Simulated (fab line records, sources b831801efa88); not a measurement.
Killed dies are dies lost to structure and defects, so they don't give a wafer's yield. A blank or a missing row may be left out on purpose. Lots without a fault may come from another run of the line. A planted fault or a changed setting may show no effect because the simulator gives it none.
fab line records | flow sky130
record lots=13 wafers=39 last_day=50
route steps=708 shown LI_CONTACT@364 LOCAL_INTERCONNECT@398 PAD_OPEN@708
lots that met no fault: from a run of the same line without faults
start_h: hours from the record's first day to the start of the lot's first wafer shown | wait_h: hours since the lot's step before | " the same as in the row above | L1.1+2: a row that stands for several wafers | - no value, or no start given | * or withheld: withheld | < > ~ a bound
route shown NAME@n: a module of which the file shows steps, and the number in the route of the first | usual: mean/standard deviation of fault-free wafers | same: alike in all rows | chamber/n: place in a boat | sites: the reading at each site | _std_site: their standard deviation | _edge_site: outer sites' mean less inner sites' | radius_mm: how far each site lies from the wafer's centre | mask NAME#n: copy n | behind: the tool/chamber that last shaped the wafer | hold: why the lot was held/for how many hours/how that ended | device: the transistor (n, p or np) that didn't switch | end of line: the same wafers' tests at the end of the route | a step without rows: its recipe alone | killed: dies lost to structure and defects at the first sort, not the wafer's yield | map: a wafer's dies, x killed, . not, _ none there
set.NAME: the setting as run; set.NAME@STEP: as run at that earlier step | model.NAME: the simulator's own value behind a step, which no gauge read
steps of the route over a sample of lots; a table a step, a row a wafer
services: from which hour (start_h, from the record's first day; less than 0 if before it) a tool's chamber was out of use, for how many hours, and why
## steps
# step SKY_LI_CONTACT_CMP_02
# recipe material=PSG down_force_psi=4 platen_rpm=60 pad_velocity_m_s=0.94248
# usual motor_current_A=12.2/1 time_to_endpoint_s=37/4.9
# columns lot.wafer tool chamber start_h wait_h motor_current_A time_to_endpoint_s
L501.4 cmp-01 0 640.92 0.0 13.0 36
L501.2 " 1 " " 11.6 35
L501.3 " 2 " " 12.4 40
L502.4 cmp-01 2 646.81 0.0 13.0 42
L502.2 " 0 " " 12.6 39
L502.5 " 2 " " 12.4 46
L504.4 cmp-02 2 666.97 0.0 10.0 29
L504.3 " 0 " " 12.3 35
L504.2 " 1 " " 12.2 38
L505.2 cmp-01 2 679.22 0.1 12.3 37
L505.4 " 3 " " 11.5 40
L505.6 " 2 " " 12.6 39
L514.1 cmp-01 2 758.39 0.1 12.6 45
L514.5 " 1 " " 12.0 29
L514.6 " 2 " " 12.2 43
L515.2 cmp-02 3 764.57 0.0 14.6 40
L515.1 " 0 " " 12.0 36
L515.4 " 1 " " 11.6 36
L517.3 cmp-01 0 770.71 0.1 12.9 36
L517.6 " 2 " " 12.9 41
L517.5 " 3 " " 12.4 46
L519.4 cmp-02 1 788.37 0.1 12.6 35
L519.1 " 3 " " 14.8 37
L519.5 " 0 " " 12.0 36
L518.3 cmp-01 3 789.52 0.0 11.0 42
L518.2 " 0 " " 12.2 34
L518.5 " 0 " " 12.7 32
L520.4 cmp-01 1 794.26 0.0 12.1 30
L520.6 " 1 " " 11.9 33
L520.5 " 2 " " 12.8 42
L521.2 cmp-01 0 800.60 0.1 12.6 33
L521.1 " 2 " " 13.5 40
L521.5 " 0 " " 12.7 35
L523.4 cmp-02 1 810.33 0.1 12.7 43
L523.2 " 3 " " 14.2 42
L523.5 " 2 " " 10.1 34
L524.1 cmp-01 0 823.50 0.1 12.1 36
L524.2 " 1 " " 12.5 29
L524.3 " 2 " " 11.9 41
# step SKY_LI_CONTACT_ETCH_15
# recipe target=PSG chemistry=C4F8/O2/Ar stop_on=Si taper_deg=4.15 mask_material=KrF-thick source_w=1500 bias_w=1200 pressure_mtorr=40 c4f8_flow_sccm=withheld O2_flow_sccm=6 Ar_flow_sccm=300 time_s=withheld target_depth_a=6000
# usual bias_w=1200/3.6 oes_product_au=0.837/0.0052 rf_fwd_power_W=1492/5.2
# columns lot.wafer tool chamber start_h wait_h bias_w oes_product_au rf_fwd_power_W
L501.2 rie_diel-03 0 669.39 0.0 1202 0.836 1490
L501.3 " 2 " " 1200 0.842 1496
L501.4 " 3 " " 1209 0.832 1489
L502.2 rie_diel-04 2 675.35 0.0 1201 0.844 1491
L502.4 " 0 " " 1193 0.831 1496
L502.5 " 1 " " 1202 0.839 1484
L504.2 rie_diel-01 2 695.25 0.0 1201 0.831 1490
L504.3 " 3 " " 1199 0.834 1501
L504.4 " 1 " " 1197 0.837 1498
L505.2 rie_diel-01 2 707.11 0.0 1198 0.832 1489
L505.4 " 3 " " 1203 0.842 1501
L505.6 " 1 " " 1206 0.844 1499
L514.1 rie_diel-04 1 785.29 0.0 1202 0.839 1490
L514.5 " 3 " " 1194 0.826 1493
L514.6 " 0 " " 1204 0.837 1488
L515.1 rie_diel-04 3 792.19 0.0 1200 0.842 1493
L515.2 " 0 " " 1200 0.842 1495
L515.4 " 1 " " 1199 0.832 1483
L517.3 rie_diel-04 3 798.06 0.0 1199 0.840 1491
L517.5 " 1 " " 1207 0.840 1498
L517.6 " 0 " " 1208 0.845 1481
L519.1 rie_diel-04 1 815.51 0.0 1196 0.839 1496
L519.4 " 3 " " 1197 0.839 1495
L519.5 " 3 " " 1194 0.832 1487
L518.2 rie_diel-04 0 816.79 0.0 1196 0.836 1496
L518.3 " 3 " " 1200 0.848 1492
L518.5 " 2 " " 1205 0.840 1491
L520.4 rie_diel-03 3 821.61 0.0 1194 0.837 1489
L520.5 " 1 " " 1204 0.839 1492
L520.6 " 0 " " 1199 0.826 1500
L521.1 rie_diel-03 3 828.06 0.0 1201 0.841 1494
L521.2 " 1 " " 1195 0.843 1482
L521.5 " 2 " " 1206 0.839 1490
L523.2 rie_diel-01 0 837.09 0.0 1202 0.838 1495
L523.4 " 2 " " 1197 0.833 1493
L523.5 " 1 " " 1201 0.829 1486
L524.1 rie_diel-04 2 849.44 0.0 1206 0.839 1487
L524.2 " 1 " " 1198 0.840 1491
L524.3 " 0 " " 1201 0.840 1490
# step SKY_LI_CONTACT_STRIP_16
# recipe chemistry=O2/N2 power_w=1400 pressure_mtorr=1500 platen_temp_c=withheld o2_flow_sccm=3000 n2_flow_sccm=300 overash_fraction=0.5
# usual chamber_pressure_mTorr=1500.0/1.4 drypump_motor_current_A=5.7/0.34 oes_product_au=0.375/0.0047 strip_time_to_endpoint_s=3.48/0.054
# columns lot.wafer tool chamber start_h wait_h chamber_pressure_mTorr drypump_motor_current_A oes_product_au rf_hours_counter_h strip_time_to_endpoint_s
L501.2 plasma_asher-01 0 669.47 - 1501.2 6.0 0.373 53 3.48
L501.3 " 0 " " 1502.2 6.0 0.366 - 3.41
L501.4 " 1 " " 1497.3 5.4 0.379 - 3.50
L502.2 plasma_asher-04 0 675.44 - 1499.0 6.2 0.372 98 3.46
L502.4 " 0 " " 1499.5 6.2 0.377 - 3.51
L502.5 " 1 " " 1500.8 5.8 0.376 - 3.45
L504.2 plasma_asher-01 1 695.34 - - - - - -
L504.3 " 0 " " - - - - -
L504.4 " 1 " " - - - - -
L505.2 plasma_asher-01 1 707.20 - - - - - -
L505.4 " 1 " " - - - - -
L505.6 " 0 " " - - - - -
L514.1 plasma_asher-04 0 785.37 - 1500.6 6.2 0.366 4 3.44
L514.5 " 1 " " 1499.4 5.8 0.372 - 3.44
L514.6 " 0 " " 1501.6 6.2 0.374 - 3.47
L515.1 plasma_asher-01 1 792.27 - 1500.0 5.4 0.372 66 3.49
L515.2 " 0 " " 1501.3 6.0 0.373 66 3.48
L515.4 " 1 " " 1501.5 5.4 0.378 - 3.43
L517.3 plasma_asher-01 1 798.18 - 1499.7 5.4 0.375 - 3.44
L517.5 " 0 " " 1499.1 6.0 0.373 - 3.41
L517.6 " 1 " " 1498.5 5.4 0.378 - 3.46
L519.1 plasma_asher-03 0 815.60 - 1502.7 5.6 0.380 35 3.40
L519.4 " 0 " " 1501.3 5.6 0.374 - 3.42
L519.5 " 1 " " 1499.4 5.1 0.371 - 3.40
L518.2 plasma_asher-01 0 816.87 - 1501.2 6.0 0.377 68 3.51
L518.3 " 1 " " 1498.0 5.5 0.383 - 3.45
L518.5 " 0 " " 1500.4 6.0 0.370 - 3.42
L520.4 plasma_asher-03 1 821.73 - 1499.3 5.1 0.370 - 3.51
L520.5 " 0 " " 1498.1 5.6 0.371 - 3.51
L520.6 " 1 " " 1499.7 5.1 0.376 - 3.49
L521.1 plasma_asher-01 0 828.15 - 1500.1 6.0 0.372 70 3.46
L521.2 " 1 " " 1500.4 5.5 0.386 70 3.48
L521.5 " 1 " " 1500.3 5.4 0.370 - 3.37
L523.2 plasma_asher-03 0 837.17 - 1499.3 5.6 0.373 38 3.47
L523.4 " 1 " " 1498.6 5.2 0.372 - 3.48
L523.5 " 0 " " 1500.4 5.6 0.373 - 3.55
L524.1 plasma_asher-01 1 849.52 - 1497.5 5.5 0.375 72 3.42
L524.2 " 0 " " 1499.5 6.0 0.367 72 3.44
L524.3 " 0 " " 1498.8 6.0 0.367 - 3.46
# step SKY_LOCAL_INTERCONNECT_CD_MEAS_11
# recipe target_cd_nm=170
# usual cd_nm=169.9/1.4
# columns lot.wafer tool chamber start_h wait_h cd_nm
L501.2 cd_sem-01 - 698.35 - 167.4
L501.3 " - " " 170.3
L501.4 " - " " 167.8
L502.2 cd_sem-02 - 704.47 - 171.2
L502.4 " - " " 173.8
L502.5 " - " " 170.5
L514.1 cd_sem-02 - 812.88 - 170.7
L514.5 " - " " 170.5
L514.6 " - " " 169.3
L515.1 cd_sem-02 - 820.25 - 170.5
L515.2 " - " " 171.2
L515.4 " - " " 172.7
L517.3 cd_sem-02 - 826.09 - 169.2
L517.5 " - " " 169.5
L517.6 " - " " 169.6
L519.1 cd_sem-02 - 842.61 - 170.0
L519.4 " - " " 169.8
L519.5 " - " " 170.9
L518.2 cd_sem-01 - 843.54 - 169.6
L518.3 " - " " 169.9
L518.5 " - " " 171.0
L520.4 cd_sem-02 - 848.28 - 172.3
L520.5 " - " " 173.0
L520.6 " - " " 172.4
L521.1 cd_sem-01 - 855.26 - 172.0
L521.2 " - " " 170.5
L521.5 " - " " 171.2
L523.2 cd_sem-02 - 863.94 - 168.3
L523.4 " - " " 169.0
L523.5 " - " " 168.9
L524.1 cd_sem-01 - 876.86 - 170.0
L524.2 " - " " 169.8
L524.3 " - " " 167.9
# step SKY_PAD_OPEN_PROBE_99
# usual killed_at_M0_to_M3=42/7.1 killed_at_M4_up=3.0/1.7 killed_at_contacts=25/5 killed_at_front_end=16/4.4 killed_at_other=0.5/1.4 killed_dies=87/9.2 killed_on_rim=18/4.3 killed_open=47/6.2 killed_short=39/6.6
# same gross_dies=492 killed_at_back_side=0
# columns lot.wafer tool chamber start_h wait_h killed_at_M0_to_M3 killed_at_M4_up killed_at_contacts killed_at_front_end killed_at_other killed_dies killed_on_rim killed_open killed_short
L501.2 prober-01 - 1069.84 0.1 46 3 33 13 0 95 20 50 45
L501.3 prober-01 - 1069.89 0.2 32 4 25 21 0 82 6 46 36
L501.4 prober-01 - 1069.94 0.2 39 3 27 23 0 92 16 46 46
L502.2 prober-02 - 1073.90 0.1 52 2 32 18 0 104 19 63 39
L502.4 prober-02 - 1074.00 0.2 45 5 28 12 1 91 18 47 44
L502.5 prober-02 - 1074.05 0.2 38 3 18 15 0 74 21 47 27
L504.2 prober-02 - 1086.67 0.1 34 5 439 13 1 492 96 43 38
L504.4 prober-02 - 1086.77 0.2 39 1 433 19 0 492 96 54 32
L505.2 prober-01 - 1097.88 0.1 39 2 438 12 1 492 96 50 33
L505.4 prober-01 - 1097.98 0.2 41 6 435 9 1 492 96 49 38
L505.6 prober-01 - 1098.08 0.2 38 4 437 13 0 492 96 40 37
L514.1 prober-01 - 1152.89 0.1 44 2 24 18 0 88 15 51 36
L514.5 prober-01 - 1153.09 0.2 30 5 18 14 1 68 13 42 25
L514.6 prober-01 - 1153.14 0.2 46 4 25 19 0 94 16 50 41
L515.1 prober-01 - 1158.49 0.1 52 3 22 9 0 86 21 48 38
L515.2 prober-01 - 1158.54 0.1 35 3 15 10 1 64 13 28 36
L515.4 prober-01 - 1158.64 0.2 35 1 24 20 0 80 17 49 30
L517.3 prober-02 - 1162.36 0.2 32 2 26 12 1 73 20 46 26
L517.5 prober-02 - 1162.46 0.2 32 2 16 16 0 66 11 33 33
L517.6 prober-02 - 1162.51 0.2 46 7 17 12 1 83 18 45 38
L519.1 prober-02 - 1175.95 0.1 43 1 30 23 0 97 28 49 45
L519.4 prober-02 - 1176.10 0.2 45 2 21 11 0 79 17 41 38
L519.5 prober-02 - 1176.15 0.2 45 5 21 19 0 90 15 45 45
L518.2 prober-01 - 1175.98 0.1 35 2 28 14 0 79 16 46 31
L518.3 prober-01 - 1176.03 0.2 43 1 24 13 0 81 16 42 39
L518.5 prober-01 - 1176.13 0.2 41 5 25 16 0 87 15 37 50
L520.4 prober-01 - 1177.58 0.2 37 3 24 25 1 90 18 50 36
L520.5 prober-01 - 1177.63 0.2 32 4 25 17 0 78 22 50 28
L520.6 prober-01 - 1177.68 0.2 47 4 21 23 0 95 18 55 36
L521.1 prober-02 - 1179.60 0.1 47 3 26 21 0 97 16 44 53
L521.2 prober-02 - 1179.65 0.1 46 4 30 14 0 94 20 53 41
L521.5 prober-02 - 1179.80 0.2 42 8 30 22 0 102 17 48 54
L523.2 prober-02 - 1188.35 0.1 48 1 37 14 1 101 21 53 47
L523.4 prober-02 - 1188.45 0.2 45 2 34 18 0 99 22 56 43
L523.5 prober-02 - 1188.50 0.2 43 3 39 16 10 111 29 62 41
L524.1 prober-01 - 1194.80 0.1 31 3 32 13 0 79 16 41 38
L524.2 prober-01 - 1194.85 0.1 37 4 31 9 0 81 16 46 35
# killed by level:class
L501.2 VIA1:geometric_particle:open=11 VIA1:geometric_particle:short=10 CONTACT:geometric_particle:open=10 VIA3:geometric_particle:open=8 LI_CONTACT:geometric_particle:open=8 LOCAL_INTERCONNECT:geometric_particle:short=5 CONTACT:geometric_particle:short=5 VIA2:geometric_particle:short=5
L501.3 CONTACT:geometric_particle:open=9 FIELD_ISO:geometric_particle:short=8 CONTACT:geometric_particle:short=7 VIA1:geometric_particle:open=7 POLY_GATE:geometric_particle:open=6 LI_CONTACT:geometric_particle:open=6 METAL1:geometric_particle:short=6 FIELD_ISO:geometric_particle:open=4
L501.4 LI_CONTACT:geometric_particle:open=10 CONTACT:geometric_particle:open=8 VIA2:geometric_particle:open=7 METAL1:geometric_particle:short=7 VIA1:geometric_particle:open=7 FIELD_ISO:geometric_particle:open=6 FIELD_ISO:geometric_particle:short=6 VIA1:geometric_particle:short=5
L502.2 VIA1:geometric_particle:open=18 CONTACT:geometric_particle:open=12 LI_CONTACT:geometric_particle:open=8 VIA2:geometric_particle:open=7 CONTACT:geometric_particle:short=6 VIA3:geometric_particle:open=6 POLY_GATE:geometric_particle:short=5 VIA1:geometric_particle:short=5
L502.4 CONTACT:geometric_particle:open=14 VIA1:geometric_particle:open=11 VIA1:geometric_particle:short=10 FIELD_ISO:geometric_particle:open=5 METAL2:geometric_particle:short=5 METAL4:geometric_particle:short=5 LI_CONTACT:geometric_particle:open=4 LOCAL_INTERCONNECT:geometric_particle:short=4
L502.5 VIA1:geometric_particle:open=10 CONTACT:geometric_particle:open=9 VIA3:geometric_particle:open=6 LI_CONTACT:geometric_particle:open=5 METAL2:geometric_particle:short=5 VIA2:geometric_particle:open=5 METAL3:geometric_particle:short=4 FIELD_ISO:geometric_particle:short=3
L504.2 LI_CONTACT:area_sputter=410 CONTACT:geometric_particle:open=10 CONTACT:geometric_particle:short=6 LI_CONTACT:geometric_particle:open=6 VIA2:geometric_particle:open=6 METAL2:geometric_particle:short=5 METAL1:geometric_particle:short=4 METAL2:geometric_particle:open=4
L504.4 LI_CONTACT:area_sputter=405 VIA1:geometric_particle:open=11 CONTACT:geometric_particle:open=11 LI_CONTACT:geometric_particle:open=8 FIELD_ISO:geometric_particle:short=7 VIA2:geometric_particle:open=6 FIELD_ISO:geometric_particle:open=5 METAL1:geometric_particle:short=5
L505.2 LI_CONTACT:area_sputter=409 LI_CONTACT:geometric_particle:open=12 VIA1:geometric_particle:open=11 CONTACT:geometric_particle:open=10 VIA1:geometric_particle:short=7 FIELD_ISO:geometric_particle:open=4 VIA2:geometric_particle:open=4 METAL2:geometric_particle:short=4
L505.4 LI_CONTACT:area_sputter=405 CONTACT:geometric_particle:open=14 VIA1:geometric_particle:open=10 VIA2:geometric_particle:open=8 VIA3:geometric_particle:open=7 LI_CONTACT:geometric_particle:open=5 FIELD_ISO:geometric_particle:short=4 LOCAL_INTERCONNECT:geometric_particle:short=4
L505.6 LI_CONTACT:area_sputter=415 VIA1:geometric_particle:open=11 CONTACT:geometric_particle:open=7 LI_CONTACT:geometric_particle:open=7 METAL1:geometric_particle:short=5 VIA1:geometric_particle:short=5 METAL2:geometric_particle:short=5 POLY_GATE:geometric_particle:short=4
L514.1 CONTACT:geometric_particle:open=11 VIA1:geometric_particle:short=11 VIA1:geometric_particle:open=8 METAL2:geometric_particle:short=6 VIA3:geometric_particle:open=6 FIELD_ISO:geometric_particle:open=4 POLY_GATE:geometric_particle:open=4 SPACER:geometric_particle:open=4
L514.5 CONTACT:geometric_particle:open=9 VIA1:geometric_particle:open=8 VIA2:geometric_particle:open=6 LI_CONTACT:geometric_particle:open=5 FIELD_ISO:geometric_particle:open=4 FIELD_ISO:geometric_particle:short=3 CONTACT:geometric_particle:short=3 VIA1:geometric_particle:short=3
L514.6 CONTACT:geometric_particle:open=11 VIA1:geometric_particle:open=9 METAL1:geometric_particle:short=9 VIA3:geometric_particle:open=8 LI_CONTACT:geometric_particle:open=7 FIELD_ISO:geometric_particle:short=6 METAL2:geometric_particle:short=6 POLY_GATE:geometric_particle:short=5
L515.1 VIA1:geometric_particle:open=13 LI_CONTACT:geometric_particle:open=9 VIA3:geometric_particle:open=6 VIA3:geometric_particle:short=6 CONTACT:geometric_particle:open=5 VIA2:geometric_particle:open=5 VIA1:geometric_particle:short=5 CONTACT:geometric_particle:short=4
L515.2 VIA1:geometric_particle:open=7 VIA3:geometric_particle:open=6 CONTACT:geometric_particle:open=5 VIA1:geometric_particle:short=5 METAL2:geometric_particle:short=5 LOCAL_INTERCONNECT:geometric_particle:short=4 VIA3:geometric_particle:short=4 FIELD_ISO:geometric_particle:short=3
L515.4 CONTACT:geometric_particle:open=10 VIA2:geometric_particle:open=9 VIA1:geometric_particle:open=8 FIELD_ISO:geometric_particle:open=4 POLY_GATE:geometric_particle:open=4 LI_CONTACT:geometric_particle:short=4 CONTACT:geometric_particle:short=4 FIELD_ISO:geometric_particle:short=3
L517.3 CONTACT:geometric_particle:open=15 VIA1:geometric_particle:open=9 LI_CONTACT:geometric_particle:open=5 METAL1:geometric_particle:short=5 FIELD_ISO:geometric_particle:open=4 VIA1:geometric_particle:short=4 FIELD_ISO:geometric_particle:short=3 LOCAL_INTERCONNECT:geometric_particle:short=3
L517.5 VIA1:geometric_particle:open=7 POLY_GATE:geometric_particle:short=5 LOCAL_INTERCONNECT:geometric_particle:short=5 FIELD_ISO:geometric_particle:open=4 LI_CONTACT:geometric_particle:open=4 CONTACT:geometric_particle:open=4 METAL1:geometric_particle:short=4 VIA2:geometric_particle:open=4
L517.6 METAL2:geometric_particle:short=9 VIA1:geometric_particle:open=9 CONTACT:geometric_particle:open=7 VIA3:geometric_particle:open=7 METAL4:geometric_particle:short=7 LI_CONTACT:geometric_particle:open=6 METAL1:geometric_particle:short=5 VIA2:geometric_particle:open=5
L519.1 VIA2:geometric_particle:open=12 CONTACT:geometric_particle:open=11 FIELD_ISO:geometric_particle:short=7 LI_CONTACT:geometric_particle:open=7 VIA1:geometric_particle:short=7 VIA1:geometric_particle:open=6 FIELD_ISO:geometric_particle:open=5 CONTACT:geometric_particle:short=5
L518.2 CONTACT:geometric_particle:open=11 VIA1:geometric_particle:open=11 METAL2:geometric_particle:short=9 LI_CONTACT:geometric_particle:open=8 FIELD_ISO:geometric_particle:open=5 LOCAL_INTERCONNECT:geometric_particle:short=4 VIA3:geometric_particle:open=4 FIELD_ISO:geometric_particle:short=3
L518.3 CONTACT:geometric_particle:open=10 VIA3:geometric_particle:open=9 VIA1:geometric_particle:open=8 FIELD_ISO:geometric_particle:open=7 METAL1:geometric_particle:short=7 VIA1:geometric_particle:short=7 METAL2:geometric_particle:short=6 CONTACT:geometric_particle:short=5
L519.4 CONTACT:geometric_particle:open=11 VIA1:geometric_particle:open=11 VIA3:geometric_particle:open=8 FIELD_ISO:geometric_particle:short=6 METAL1:geometric_particle:short=6 METAL2:geometric_particle:short=5 VIA2:geometric_particle:open=4 VIA1:geometric_particle:short=4
L518.5 CONTACT:geometric_particle:short=7 VIA2:geometric_particle:open=7 FIELD_ISO:geometric_particle:short=6 METAL2:geometric_particle:short=6 METAL1:geometric_particle:short=6 VIA3:geometric_particle:open=6 VIA1:geometric_particle:open=6 LI_CONTACT:geometric_particle:short=4
L519.5 VIA1:geometric_particle:short=13 LI_CONTACT:geometric_particle:open=7 CONTACT:geometric_particle:open=7 VIA1:geometric_particle:open=7 METAL2:geometric_particle:short=6 VIA2:geometric_particle:open=6 METAL1:geometric_particle:short=5 FIELD_ISO:geometric_particle:open=4
L520.4 LI_CONTACT:geometric_particle:open=11 POLY_GATE:geometric_particle:open=8 VIA1:geometric_particle:open=7 VIA2:geometric_particle:open=6 VIA1:geometric_particle:short=5 FIELD_ISO:geometric_particle:open=4 CONTACT:geometric_particle:open=4 CONTACT:geometric_particle:short=4
L520.5 VIA1:geometric_particle:open=13 CONTACT:geometric_particle:open=9 LI_CONTACT:geometric_particle:open=8 FIELD_ISO:geometric_particle:open=5 POLY_GATE:geometric_particle:short=5 METAL1:geometric_particle:short=5 VIA2:geometric_particle:open=5 LI_CONTACT:geometric_particle:short=4
L520.6 VIA1:geometric_particle:open=11 CONTACT:geometric_particle:short=8 FIELD_ISO:geometric_particle:open=7 VIA2:geometric_particle:open=7 LI_CONTACT:geometric_particle:open=7 VIA3:geometric_particle:open=6 CONTACT:geometric_particle:open=5 METAL3:geometric_particle:short=5
L521.1 METAL1:geometric_particle:short=12 CONTACT:geometric_particle:open=10 METAL2:geometric_particle:short=8 LI_CONTACT:geometric_particle:open=7 VIA1:geometric_particle:open=7 POLY_GATE:geometric_particle:open=6 FIELD_ISO:geometric_particle:short=5 METAL3:geometric_particle:short=5
L521.2 CONTACT:geometric_particle:open=11 VIA3:geometric_particle:open=9 VIA1:geometric_particle:open=8 LI_CONTACT:geometric_particle:open=7 LI_CONTACT:geometric_particle:short=5 CONTACT:geometric_particle:short=5 VIA2:geometric_particle:open=5 METAL2:geometric_particle:short=5
L521.5 VIA1:geometric_particle:open=10 CONTACT:geometric_particle:open=9 METAL4:geometric_particle:short=8 LI_CONTACT:geometric_particle:open=7 METAL2:geometric_particle:short=7 FIELD_ISO:geometric_particle:short=5 LOCAL_INTERCONNECT:geometric_particle:short=5 METAL1:geometric_particle:short=5
L523.2 CONTACT:geometric_particle:open=14 LI_CONTACT:geometric_particle:open=9 VIA3:geometric_particle:open=8 VIA1:geometric_particle:short=7 CONTACT:geometric_particle:short=6 VIA2:geometric_particle:open=6 LI_CONTACT:geometric_particle:short=5 METAL1:geometric_particle:short=5
L523.4 VIA1:geometric_particle:open=14 CONTACT:geometric_particle:open=10 LI_CONTACT:geometric_particle:open=8 CONTACT:geometric_particle:short=7 VIA2:geometric_particle:open=5 POLY_GATE:geometric_particle:open=5 LOCAL_INTERCONNECT:geometric_particle:short=5 FIELD_ISO:geometric_particle:open=4
L523.5 VIA1:geometric_particle:open=14 LI_CONTACT:geometric_particle:open=11 CONTACT:geometric_particle:open=11 CONTACT:geometric_particle:short=10 VIA3:geometric_particle:open=10 CAPM:area_etch=8 FIELD_ISO:geometric_particle:short=6 METAL1:geometric_particle:short=6
L524.1 LOCAL_INTERCONNECT:geometric_particle:short=10 CONTACT:geometric_particle:open=9 VIA1:geometric_particle:open=8 LI_CONTACT:geometric_particle:open=7 VIA3:geometric_particle:open=5 FIELD_ISO:geometric_particle:open=4 VIA3:geometric_particle:short=4 POLY_GATE:geometric_particle:short=3
L524.2 LI_CONTACT:geometric_particle:open=10 VIA1:geometric_particle:open=9 CONTACT:geometric_particle:open=7 VIA3:geometric_particle:open=5 LOCAL_INTERCONNECT:geometric_particle:short=5 VIA1:geometric_particle:short=5 VIA3:geometric_particle:short=5 METAL1:geometric_particle:short=4
## services
# columns tool chamber start_h hours kind
rie_diel-03 3 617.12 5.6 repair
cmp-01 - 627.95 4.7 pm
rie_diel-03 - 631.17 0.4 repair
rie_diel-01 0 642.11 20.8 repair
rie_diel-01 1 646.18 9.3 repair
plasma_asher-03 - 656.28 3.9 repair
cmp-01 - 660.44 2.6 repair
plasma_asher-03 - 664.84 1.9 repair
rie_diel-03 0 672.79 7.4 repair
cmp-01 - 673.89 2.4 repair
cmp-01 - 683.76 12.7 repair
rie_diel-04 - 686.25 35.3 repair
rie_diel-03 0 693.31 1.4 repair
plasma_asher-03 - 693.33 40.2 pm
rie_diel-04 2 703.86 23.7 repair
cmp-02 - 712.00 5.3 repair
cmp-01 - 736.23 4.3 pm
cmp-02 - 737.63 1.1 repair
cmp-02 - 744.30 4.0 pm
rie_diel-04 3 775.70 3.2 repair
cmp-02 - 792.31 1.4 repair
cmp-02 - 797.71 2.0 repair
rie_diel-04 2 842.70 3.6 repair
cmp-02 - 844.40 1.8 repair
## key
first_sign step=SKY_LI_CONTACT_STRIP_16 reading=tool_record direction=missing
effect step=SKY_PAD_OPEN_PROBE_99 reading=killed_at_contacts direction=up sigmas=82 usual=25 struck=436
more_kills_born_at SKY_LI_CONTACT_SPUTTER_19@pvd_sputter-01=1229 SKY_LI_CONTACT_SPUTTER_19@pvd_sputter-04=815
met_at SKY_LI_CONTACT_STRIP_16
struck_lots L504,L505
later_rows_left_out L504.2,L504.3,L504.4,L505.2,L505.4,L505.6
tester_left_out L504,L505
not_acting_at SKY_LI_CONTACT_CMP_02,SKY_LI_CONTACT_ETCH_15,SKY_LOCAL_INTERCONNECT_CD_MEAS_11
onset_between 669.47 695.34
fault kind=skipped_step_whole tool=plasma_asher-01 chamber=- onset_h=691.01 steps=SKY_LI_CONTACT_STRIP_16 scope=struck_lots_only
# tester_left_out: of these lots the tester's yield and bins aren't shown, on N5 and GAA mostly nor the transistor test; their killed dies are dies lost to structure and defects alone, not to doping, threshold or leakage, so they don't give the yield
# later_rows_left_out: the simulator's readings of these wafers behind a module that went badly wrong aren't trusted and aren't shown, but for the sort
